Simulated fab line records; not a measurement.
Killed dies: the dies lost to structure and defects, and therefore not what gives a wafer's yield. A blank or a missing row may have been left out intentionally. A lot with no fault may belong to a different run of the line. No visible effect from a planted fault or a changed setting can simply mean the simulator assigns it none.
Code-filled problem report in 8D (eight disciplines) form -- flow sky130 -- the parts of the form that need people (team, actions taken, sign-off) are left out

## 1. THE ISSUE
exposure dose mJ cm2 at SKY_SD_N_EXPOSE_04 reads a mean of 141.56 on 3 wafers of 1 lot; wafers without a fault read 140.93 with a standard deviation of 0.13. Measured from the usual mean, that is +4.9 standard deviations.
The step: exposes mask NSDM, target cd 380 nm.
Earliest sighting: wafer L254.1 on iline stepper-01 at day 30 07:24. The record has a number at this step for 36 wafers belonging to 12 lots. Rule for "out", or "out of limits": more than 4 standard deviations from the usual mean. Any other wafer with a number is counted as sound.

## 2. WHAT IT IS, AND WHAT IT ISN'T
question,is,is not
which readings at this step,exposure dose mJ cm2,-
which lots,L254,"L249, L250, L252, L259, L263, L264, L265, L266, L267, L268, L269"
which wafers of those lots,all that have a number,-
read on which tools,iline stepper-01,iline stepper-02
when,from day 30 07:24,"up to then (9 sound wafers); but 24 sound wafers of L259, L263, L264, L265, L266, L267, L268, L269 came after"

## 3. THE SUSPECTS, EACH WITH WHAT RULES IT OUT
Counting: a tool at any process step up to the reading remains a suspect when it ran all the lots that are out and ran no sound lot after the first of those.
- plasma asher-02 at SKY_VT_ADJUST_NCORE_STRIP_10 (strips in O2/N2): ruled out as a lasting fault. The sound lots L266, L267, L269 went through it after L254, its earliest lot that is out (day 11 02:47).
- rie diel-01 at SKY_POLY_GATE_ETCH_15 (etches BARC in N2/H2, stops on SiO2, time 118.5 s, target depth 110 nm): ruled out as a lasting fault. The sound lots L263, L264, L266 went through it after L254, its earliest lot that is out (day 19 12:49).
- iline stepper-01 at SKY_SD_N_EXPOSE_04 (exposes mask NSDM, target cd 380 nm): ruled out as a lasting fault. The sound lots L264, L265, L266, L268, L269 went through it after L254, its earliest lot that is out (day 30 07:24).
Left after counting: nothing in the record.

## 4. THE CAUSE (what the simulator had put in)
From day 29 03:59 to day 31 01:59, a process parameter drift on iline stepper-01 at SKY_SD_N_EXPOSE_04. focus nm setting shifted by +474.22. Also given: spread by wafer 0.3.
Counting ruled it out, wrongly.

## 5. THE CHAIN OF EFFECTS, in route order
One row per reading whose mean, taken over the struck wafers that have a number, lies over 3 standard deviations from the usual. Readings are gone through only where the record gives a usual standard deviation; hours: the median, over the lots, of the time from a lot's start at the first step in this table giving one to that lot's start at this step; sigmas: the change measured in usual standard deviations.
hours,step,reading,usual,on struck wafers,change,sigmas
0,SKY_SD_N_EXPOSE_04,exposure dose mJ cm2,140.93,141.56,+0.63,+4.9
It contains these process steps:
- SKY_SD_N_EXPOSE_04: exposes mask NSDM, target cd 380 nm.

## 6. WHAT WOULD HAVE CAUGHT IT SOONER
In this record the first reading out of limits was taken at day 30 07:24, 27 hours after the fault began at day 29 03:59.
